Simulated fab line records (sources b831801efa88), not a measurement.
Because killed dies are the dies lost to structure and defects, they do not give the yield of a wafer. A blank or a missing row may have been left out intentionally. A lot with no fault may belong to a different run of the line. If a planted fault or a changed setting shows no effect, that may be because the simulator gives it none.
fab line records ; flow sky130
record lots=7; wafers=21; last-day=50
route steps=708 shown SONOS_TUNNEL@156 SONOS_ONO@168 PAD_OPEN@708
lots untouched by any fault: they come from a run of this same line in which no faults occurred
start-h: hours from the record's opening day to when the first of the lot's shown wafers began ; wait-h: how many hours have passed since the lot's step before this one ; " identical to the entry in the row above ; L1.1+2: several wafers, shown together as one row ; - no value present, or no start provided ; * or withheld: withheld ; < > ~ a bound
route shown NAME@n: a module of which the file shows steps, and the number in the route of the first ; usual: average and standard deviation across the fault-free wafers ; same: alike in all rows ; chamber/n: place in a boat ; sites: per-site readings ; _std_site: standard deviation across them ; _edge_site: inner sites' mean taken away from outer sites' mean ; radius-mm: for every site, how far away it sits from the centre of the wafer ; mask NAME#n: copy n ; behind: the most recent tool/chamber to have shaped the wafer ; hold: what put the lot on hold/how long, in hours/how the hold closed ; device: the n, p or np transistor that did not switch ; end of line: the route-end tests of the same wafers ; a step without rows: its recipe alone ; killed: at the first sort, the dies lost to defects and structure; wafer yield is something else ; map: a wafer's dies, x killed, . not, _ none there
set.NAME: the setting the step ran with; set.NAME@STEP: the setting that earlier step ran with ; model.NAME: the simulator's own value behind a step, which no gauge read
a table for each step, a row for each wafer; lots at some steps of the route
services: when a tool's chamber went out of use (start-h, in hours from the record's first day, below 0 if earlier), for how many hours, and the reason
## steps
# step SKY_SONOS_TUNNEL_COAT_02
# recipe resist=NOVOLAK; spin-rpm=3000; resist-thk-nm=1140
# step SKY_SONOS_TUNNEL_SOFTBAKE_03
# recipe temp-c=90; time-s=60; resist=NOVOLAK
# step SKY_SONOS_TUNNEL_EXPOSE_04
# recipe mask-id=TUNM; na=0.6; source-shape=conventional; sigma-outer=0.6; polarization=unpolarized; target-cd-nm=410; dose-mj=136
# step SKY_SONOS_TUNNEL_PEB_05
# recipe temp-c=withheld; time-s=*; resist=NOVOLAK
# step SKY_SONOS_TUNNEL_DEVELOP_06
# recipe resist=NOVOLAK; developer=TMAH; develop-time-s=60; dev-temp-c=23
# step SKY_SONOS_TUNNEL_CD_MEAS_07
# recipe target-cd-nm=410
# usual cd-nm=409.6/2.2
lot.wafer;tool;chamber;start-h;wait-h;cd-nm
L350.2;cd-sem-02;-;292.21;0.1;410.0
L350.3;cd-sem-02;-;292.21;0.1;411.8
L350.5;cd-sem-02;-;292.21;0.1;410.5
L355.1;cd-sem-01;-;321.61;0.1;406.0
L355.4;cd-sem-01;-;321.61;0.1;406.4
L355.6;cd-sem-01;-;321.61;0.1;408.1
L357.3;cd-sem-02;-;332.18;0.1;407.0
L357.5;cd-sem-02;-;332.18;0.1;409.5
L357.6;cd-sem-02;-;332.18;0.1;411.1
L358.3;cd-sem-01;-;341.44;0.1;413.9
L358.5;cd-sem-01;-;341.44;0.1;410.5
L358.6;cd-sem-01;-;341.44;0.1;412.9
L360.2;cd-sem-01;-;353.07;0.1;408.5
L360.4;cd-sem-01;-;353.07;0.1;407.8
L360.6;cd-sem-01;-;353.07;0.1;408.5
L365.2;cd-sem-01;-;407.73;0.1;410.4
L365.3;cd-sem-01;-;407.73;0.1;412.1
L365.6;cd-sem-01;-;407.73;0.1;413.4
L367.2;cd-sem-01;-;427.81;0.1;408.6
L367.3;cd-sem-01;-;427.81;0.1;411.2
L367.6;cd-sem-01;-;427.81;0.1;409.2
# step SKY_SONOS_TUNNEL_OVL_MEAS_08
# usual SONOS_TUNNEL_OVL=0.0/1.5
lot.wafer;tool;chamber;start-h;wait-h;SONOS_TUNNEL_OVL[nm]
L350.2;overlay-01;-;292.32;0.1;3.2
L350.3;overlay-01;-;292.32;0.1;2.9
L350.5;overlay-01;-;292.32;0.1;2.0
L355.1;overlay-02;-;321.73;0.1;0.2
L355.4;overlay-02;-;321.73;0.1;-3.3
L355.6;overlay-02;-;321.73;0.1;-2.1
L357.3;overlay-02;-;332.27;0.1;-2.3
L357.5;overlay-02;-;332.27;0.1;-2.7
L357.6;overlay-02;-;332.27;0.1;-1.4
L358.3;overlay-02;-;341.53;0.1;-0.2
L358.5;overlay-02;-;341.53;0.1;-3.3
L358.6;overlay-02;-;341.53;0.1;-2.5
L360.2;overlay-01;-;353.17;0.1;0.6
L360.4;overlay-01;-;353.17;0.1;1.2
L360.6;overlay-01;-;353.17;0.1;2.0
L365.2;overlay-02;-;407.84;0.1;-1.7
L365.3;overlay-02;-;407.84;0.1;-3.4
L365.6;overlay-02;-;407.84;0.1;-0.9
L367.2;overlay-02;-;427.92;0.1;-0.2
L367.3;overlay-02;-;427.92;0.1;-1.9
L367.6;overlay-02;-;427.92;0.1;-1.1
# step SKY_SONOS_TUNNEL_IMPLANT_09
# recipe species=B; energy-kev=20; dose-cm2=1e+12; tilt-deg=withheld
# step SKY_SONOS_TUNNEL_WET_ETCH_10
# recipe chemistry=dHF; target-depth-nm=14; target=SiO2; dilution=100:1; temp-c=25; time-s=280
# step SKY_SONOS_TUNNEL_STRIP_11
# recipe chemistry=SPM; time-s=600; temp-c=130
# step SKY_SONOS_TUNNEL_TW_MEAS_12
# usual SONOS_TUNNEL_TW=196.3/0.83
lot.wafer;tool;chamber;start-h;wait-h;SONOS_TUNNEL_TW
L350.2;film-metro-03;-;292.77;0.0;198.5
L350.3;film-metro-03;-;292.77;0.0;197.8
L350.5;film-metro-03;-;292.77;0.0;196.1
L355.1;film-metro-02;-;322.18;0.0;196.3
L355.4;film-metro-02;-;322.18;0.0;196.6
L355.6;film-metro-02;-;322.18;0.0;195.4
L357.3;film-metro-03;-;332.75;0.0;195.9
L357.5;film-metro-03;-;332.75;0.0;195.1
L357.6;film-metro-03;-;332.75;0.0;195.7
L358.3;film-metro-02;-;342.01;0.0;195.7
L358.5;film-metro-02;-;342.01;0.0;195.8
L358.6;film-metro-02;-;342.01;0.0;196.0
L360.2;film-metro-02;-;353.63;0.0;195.6
L360.4;film-metro-02;-;353.63;0.0;196.5
L360.6;film-metro-02;-;353.63;0.0;195.3
L365.2;film-metro-02;-;408.29;0.0;196.4
L365.3;film-metro-02;-;408.29;0.0;195.1
L365.6;film-metro-02;-;408.29;0.0;195.6
L367.2;film-metro-04;-;428.38;0.0;195.1
L367.3;film-metro-04;-;428.38;0.0;197.0
L367.6;film-metro-04;-;428.38;0.0;197.4
# step SKY_SONOS_TUNNEL_CLEAN_13
# recipe chemistry=dHF; time-s=20; dilution=100:1; dry=ipa-marangoni
# step SKY_SONOS_ONO_OXIDATION_00
# recipe temp-c=800; ambient=O2; idle-temp-c=700; ramp-up-c-per-min=10; ramp-down-c-per-min=3; stabilise-s=600; purge-s=300; target-thk-a=26; ox-time-s=1249
# usual spike-tc-bottom-C=820/3.6; spike-tc-centre-C=802.0/1.2; spike-tc-lower-C=800.0/1; spike-tc-top-C=810.1/1; spike-tc-upper-C=801.0/1; tube-center-temp-C=800/0.073; tube_center_temp_C_max=802.1/0.37; zone-power-upper-pct=12.89/0.14
lot.wafer;tool;chamber;start-h;wait-h;spike-tc-bottom-C;spike-tc-centre-C;spike-tc-lower-C;spike-tc-top-C;spike-tc-upper-C;tube-center-temp-C;tube_center_temp_C_max;zone-power-upper-pct;model.SiO2_of_SONOS_ONO_OXIDATION_00.thk-nm
L350.2;furnace-02;0;293.91;1.1;815;801.7;800.5;809.2;801.8;800.02;802.2;12.98;2.581
L350.3;furnace-02;0;293.91;1.1;816;803.1;800.6;811.3;800.6;800;802.1;12.83;2.565
L350.5;furnace-02;0;293.91;1.1;817;801.8;801.2;811.6;800.7;799.99;801.6;12.85;2.552
L355.1;furnace-01;0;323.36;1.1;824;800.8;799.6;809.5;800.0;800.14;802.3;12.89;2.585
L355.4;furnace-01;0;323.36;1.1;823;801.3;799.6;810.3;802.3;800.06;801.7;12.56;2.577
L355.6;furnace-01;0;323.36;1.1;825;800.7;798.9;809.5;800.3;800.02;802.5;12.84;2.576
L357.3;furnace-01;0;335.32;2.5;828;805.4;803.6;812.1;803.5;803.81;805.7;12.96;2.758
L357.5;furnace-01;0;335.32;2.5;829;805.8;805.5;812.1;804.9;803.84;805.6;12.93;2.742
L357.6;furnace-01;0;335.32;2.5;828;803.7;803.7;815.4;804.2;803.87;805.8;12.97;2.717
L358.3;furnace-01;0;342.68;0.6;828;805.4;802.4;814.2;805.4;803.82;806.2;13.17;2.733
L358.5;furnace-01;0;342.68;0.6;827;804.1;802.8;812.5;806.0;803.79;806.6;12.93;2.73
L358.6;furnace-01;0;342.68;0.6;828;805.4;803.9;812.5;804.6;803.82;805.8;12.93;2.729
L360.2;furnace-01;0;354.43;0.7;826;805.0;802.7;811.3;804.8;803.82;806.1;12.86;2.717
L360.4;furnace-01;0;354.43;0.7;828;805.3;801.7;813.8;804.6;803.81;806.4;12.85;2.662
L360.6;furnace-01;0;354.43;0.7;827;805.2;803.3;814.9;804.1;803.67;805.9;13.19;2.677
L365.2;furnace-02;0;409.67;1.3;816;801.5;800.3;810.8;802.1;799.99;801.9;12.92;2.584
L365.3;furnace-02;0;409.67;1.3;817;801.5;799.9;811.4;802.0;800.1;802.1;12.90;2.601
L365.6;furnace-02;0;409.67;1.3;816;803.5;799.3;809.8;801.2;800.03;802.4;13.03;2.544
L367.2;furnace-02;0;429.55;1.1;818;800.7;801.1;809.9;802.0;800.01;801.8;12.77;2.659
L367.3;furnace-02;0;429.55;1.1;817;803.7;801.3;809.7;801.5;800.09;802.6;12.93;2.619
L367.6;furnace-02;0;429.55;1.1;820;802.1;800.0;810.1;801.6;800.07;801.6;13.09;2.556
# step SKY_SONOS_ONO_THK_MEAS_01
# recipe reads=SiO2_of_SONOS_ONO_OXIDATION_00
# usual SONOS_ONO_OXIDATION_THK=2.59/0.054
lot.wafer;tool;chamber;start-h;wait-h;SONOS_ONO_OXIDATION_THK[nm]
L350.2;film-metro-03;-;295.26;0.0;2.56
L350.3;film-metro-03;-;295.26;0.0;2.60
L350.5;film-metro-03;-;295.26;0.0;2.57
L355.1;film-metro-04;-;324.71;0.0;2.60
L355.4;film-metro-04;-;324.71;0.0;2.62
L355.6;film-metro-04;-;324.71;0.0;2.58
L357.3;film-metro-03;-;336.69;0.0;2.71
L357.5;film-metro-03;-;336.69;0.0;2.77
L357.6;film-metro-03;-;336.69;0.0;2.73
L358.3;film-metro-03;-;344.04;0.0;2.71
L358.5;film-metro-03;-;344.04;0.0;2.80
L358.6;film-metro-03;-;344.04;0.0;2.74
L360.2;film-metro-04;-;355.79;0.0;2.74
L360.4;film-metro-04;-;355.79;0.0;2.69
L360.6;film-metro-04;-;355.79;0.0;2.69
L365.2;film-metro-04;-;411.03;0.0;2.60
L365.3;film-metro-04;-;411.03;0.0;2.61
L365.6;film-metro-04;-;411.03;0.0;2.53
L367.2;film-metro-01;-;430.90;0.0;2.65
L367.3;film-metro-01;-;430.90;0.0;2.66
L367.6;film-metro-01;-;430.90;0.0;2.50
# step SKY_SONOS_ONO_CVD_02
# recipe material=Si3N4; precursor=DCS/NH3; target-thk-nm=10.5; temp-c=770; time-s=180; pressure-mtorr=250
# step SKY_PAD_OPEN_PROBE_99
# usual killed_at_M0_to_M3=44/6.9; killed_at_M4_up=3.0/1.5; killed-at-contacts=24/5.2; killed-at-front-end=15/4.1; killed-at-other=0.4/0.62; killed-dies=87/9.6; killed-open=47/7; killed-short=40/6.2
# same gross-dies=492; killed-at-back-side=0
lot.wafer;tool;chamber;start-h;wait-h;killed_at_M0_to_M3;killed_at_M4_up;killed-at-contacts;killed-at-front-end;killed-at-other;killed-dies;killed-open;killed-short;model.etest.sonos-erased.vt-v
L350.2;prober-01;-;1103.62;0.1;45;4;24;11;1;85;36;49;-2.333
L350.3;prober-01;-;1103.67;0.2;40;4;17;10;0;71;37;33;-2.279
L350.5;prober-01;-;1103.77;0.2;39;2;19;14;1;75;46;27;-2.339
L355.1;prober-02;-;1125.86;0.1;44;3;31;13;0;91;48;43;-2.375
L355.4;prober-02;-;1126.01;0.2;36;4;39;14;1;94;56;38;-2.38
L355.6;prober-02;-;1126.11;0.2;41;3;32;16;0;92;64;28;-2.336
L357.3;prober-02;-;1141.33;0.2;54;5;25;16;0;100;52;47;-2.235
L357.5;prober-02;-;1141.43;0.2;46;2;14;18;0;80;34;46;-2.314
L357.6;prober-02;-;1141.48;0.2;27;2;20;19;1;69;35;33;-2.314
L358.3;prober-01;-;1143.80;0.2;50;2;24;18;0;94;51;43;-2.219
L358.5;prober-01;-;1143.90;0.2;33;0;20;9;1;63;32;31;-2.196
L358.6;prober-01;-;1143.95;0.2;40;3;25;11;0;79;45;34;-2.172
L360.2;prober-01;-;1151.61;0.1;41;2;25;20;0;88;45;41;-2.237
L360.4;prober-01;-;1151.71;0.2;51;3;12;17;0;83;45;38;-2.237
L360.6;prober-01;-;1151.81;0.2;60;2;26;14;0;102;50;51;-2.225
L365.2;prober-01;-;1182.50;0.1;35;1;19;15;0;70;37;33;-2.3
L365.3;prober-01;-;1182.55;0.2;49;2;27;14;0;92;44;48;-2.183
L365.6;prober-01;-;1182.70;0.2;53;2;26;17;0;98;55;42;-2.352
L367.2;prober-02;-;1193.06;0.1;47;2;26;11;1;87;50;37;-2.243
L367.3;prober-02;-;1193.11;0.2;43;2;22;17;0;84;53;31;-2.294
L367.6;prober-02;-;1193.26;0.2;49;3;25;13;0;90;48;42;-2.326
# killed by level:class
L350.2 VIA1:geometric-particle:open=9 CONTACT:geometric-particle:open=8 METAL1:geometric-particle:short=8 CONTACT:geometric-particle:short=7 VIA1:geometric-particle:short=7 VIA2:geometric-particle:open=5 METAL2:geometric-particle:short=4 LOCAL_INTERCONNECT:geometric-particle:short=4
L350.3 VIA1:geometric-particle:open=13 LI_CONTACT:geometric-particle:open=6 CONTACT:geometric-particle:open=6 VIA1:geometric-particle:short=6 METAL2:geometric-particle:short=6 METAL1:geometric-particle:short=5 VIA3:geometric-particle:open=5 FIELD_ISO:geometric-particle:open=3
L350.5 VIA1:geometric-particle:open=10 LI_CONTACT:geometric-particle:open=8 VIA2:geometric-particle:open=5 VIA3:geometric-particle:open=5 VIA1:geometric-particle:short=4 CONTACT:geometric-particle:short=4 CONTACT:geometric-particle:open=4 VIA2:geometric-particle:short=4
L355.1 CONTACT:geometric-particle:open=9 CONTACT:geometric-particle:short=8 VIA1:geometric-particle:open=8 METAL1:geometric-particle:short=7 VIA2:geometric-particle:short=6 VIA3:geometric-particle:open=6 FIELD_ISO:geometric-particle:open=5 LI_CONTACT:geometric-particle:open=5
L355.4 CONTACT:geometric-particle:open=17 LI_CONTACT:geometric-particle:open=9 VIA3:geometric-particle:open=7 VIA1:geometric-particle:open=7 CONTACT:geometric-particle:short=5 VIA2:geometric-particle:short=5 VIA1:geometric-particle:short=4 FIELD_ISO:geometric-particle:open=4
L355.6 LI_CONTACT:geometric-particle:open=13 CONTACT:geometric-particle:open=11 VIA1:geometric-particle:open=11 VIA2:geometric-particle:open=10 VIA3:geometric-particle:open=6 METAL2:geometric-particle:short=5 FIELD_ISO:geometric-particle:short=4 FIELD_ISO:geometric-particle:open=3
L357.3 METAL1:geometric-particle:short=10 VIA1:geometric-particle:open=10 CONTACT:geometric-particle:open=9 VIA1:geometric-particle:short=9 LI_CONTACT:geometric-particle:open=6 VIA3:geometric-particle:open=6 POLY_GATE:geometric-particle:open=5 CONTACT:geometric-particle:short=5
L357.5 VIA1:geometric-particle:open=10 METAL1:geometric-particle:short=9 POLY_GATE:geometric-particle:short=8 LOCAL_INTERCONNECT:geometric-particle:short=6 VIA1:geometric-particle:short=6 CONTACT:geometric-particle:open=5 METAL2:geometric-particle:short=5 VIA2:geometric-particle:short=4
L357.6 FIELD_ISO:geometric-particle:open=6 CONTACT:geometric-particle:open=6 VIA1:geometric-particle:open=4 LI_CONTACT:geometric-particle:short=4 CONTACT:geometric-particle:short=4 VIA1:geometric-particle:short=4 VIA3:geometric-particle:open=4 FIELD_ISO:geometric-particle:short=3
L358.3 VIA3:geometric-particle:open=12 CONTACT:geometric-particle:open=10 METAL1:geometric-particle:short=8 VIA1:geometric-particle:open=7 FIELD_ISO:geometric-particle:short=6 LI_CONTACT:geometric-particle:open=6 VIA2:geometric-particle:open=5 VIA1:geometric-particle:short=4
L358.5 CONTACT:geometric-particle:open=8 VIA1:geometric-particle:open=7 METAL2:geometric-particle:short=6 VIA2:geometric-particle:open=6 LI_CONTACT:geometric-particle:open=4 CONTACT:geometric-particle:short=4 METAL1:geometric-particle:short=4 FIELD_ISO:geometric-particle:open=3
L358.6 LI_CONTACT:geometric-particle:open=12 VIA1:geometric-particle:open=12 CONTACT:geometric-particle:short=6 VIA1:geometric-particle:short=6 VIA2:geometric-particle:open=6 METAL2:geometric-particle:short=5 VIA3:geometric-particle:open=5 FIELD_ISO:geometric-particle:short=3
L360.2 FIELD_ISO:geometric-particle:open=8 LOCAL_INTERCONNECT:geometric-particle:short=7 METAL1:geometric-particle:short=6 VIA1:geometric-particle:open=6 VIA3:geometric-particle:open=6 LI_CONTACT:geometric-particle:open=5 CONTACT:geometric-particle:open=5 VIA2:geometric-particle:short=5
L360.4 VIA1:geometric-particle:open=13 VIA2:geometric-particle:short=9 VIA2:geometric-particle:open=7 FIELD_ISO:geometric-particle:open=6 CONTACT:geometric-particle:open=4 METAL1:geometric-particle:short=4 METAL2:geometric-particle:short=4 VIA3:geometric-particle:open=4
L360.6 VIA1:geometric-particle:open=13 VIA2:geometric-particle:open=9 LI_CONTACT:geometric-particle:open=7 LOCAL_INTERCONNECT:geometric-particle:short=7 VIA1:geometric-particle:short=6 CONTACT:geometric-particle:short=6 METAL1:geometric-particle:short=6 METAL3:geometric-particle:short=6
L365.2 LI_CONTACT:geometric-particle:open=7 CONTACT:geometric-particle:open=6 VIA1:geometric-particle:open=6 VIA2:geometric-particle:open=6 FIELD_ISO:geometric-particle:short=4 VIA3:geometric-particle:short=3 POLY_GATE:geometric-particle:short=3 SPACER:geometric-particle:open=3
L365.3 LI_CONTACT:geometric-particle:open=9 METAL2:geometric-particle:short=8 METAL1:geometric-particle:short=7 CONTACT:geometric-particle:open=6 VIA1:geometric-particle:open=6 VIA3:geometric-particle:open=6 POLY_GATE:geometric-particle:open=5 VIA2:geometric-particle:short=5
L365.6 VIA1:geometric-particle:open=10 LI_CONTACT:geometric-particle:open=10 VIA2:geometric-particle:open=9 FIELD_ISO:geometric-particle:short=8 CONTACT:geometric-particle:open=6 VIA1:geometric-particle:short=6 VIA3:geometric-particle:open=6 METAL1:geometric-particle:short=5
L367.2 VIA3:geometric-particle:open=12 VIA1:geometric-particle:open=10 CONTACT:geometric-particle:open=9 LI_CONTACT:geometric-particle:open=7 METAL2:geometric-particle:short=7 LOCAL_INTERCONNECT:geometric-particle:short=5 VIA2:geometric-particle:open=4 METAL3:geometric-particle:short=4
L367.3 VIA1:geometric-particle:open=14 CONTACT:geometric-particle:open=7 LI_CONTACT:geometric-particle:open=6 METAL1:geometric-particle:short=5 VIA2:geometric-particle:open=5 POLY_GATE:geometric-particle:short=4 VIA1:geometric-particle:short=4 METAL2:geometric-particle:open=4
L367.6 VIA1:geometric-particle:open=15 CONTACT:geometric-particle:short=9 LI_CONTACT:geometric-particle:open=7 METAL2:geometric-particle:short=7 CONTACT:geometric-particle:open=6 VIA1:geometric-particle:short=6 VIA2:geometric-particle:open=6 METAL3:geometric-particle:short=5
## services
tool;chamber;start-h;hours;kind
furnace-01;-;330.51;2.4;pm
furnace-02;-;403.27;1.9;repair
furnace-01;-;411.63;3.2;pm
furnace-02;-;415.08;2.8;pm
## key
first-sign step=SKY_SONOS_ONO_OXIDATION_00; reading=tube-center-temp-C; direction=up; sigmas=48; usual=*; struck=*
effect step=SKY_SONOS_ONO_OXIDATION_00; reading=tube_center_temp_C_max; direction=up; sigmas=11; usual=*; struck=*
effect step=SKY_SONOS_ONO_THK_MEAS_01; reading=SONOS_ONO_OXIDATION_THK; direction=up; sigmas=2.6; usual=2.59; struck=2.73
model-effect step=SKY_SONOS_ONO_OXIDATION_00; value=SiO2_of_SONOS_ONO_OXIDATION_00.thk-nm; without=2.574; struck=2.718
model-effect step=SKY_PAD_OPEN_PROBE_99; value=etest.sonos-erased.vt-v; without=-2.348; struck=-2.239
met-at SKY_SONOS_ONO_OXIDATION_00
struck-wafers L357.3,L357.5,L357.6,L358.3,L358.5,L358.6,L360.2,L360.4,L360.6
tester-left-out L357,L358,L360
onset-between 323.36 335.32
fault kind=process-parameter-drift; tool=furnace-01; chamber=-; onset-h=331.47; steps=SKY_SONOS_ONO_OXIDATION_00; channel=temp-c; offset=*; shape=step; end-h=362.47; acts-in=*; stated=*
# tester-left-out: of these lots the tester's yield and bins aren't shown, on N5 and GAA mostly nor the transistor test; their killed dies are dies lost to structure and defects alone, not to doping, threshold or leakage, so they don't give the yield
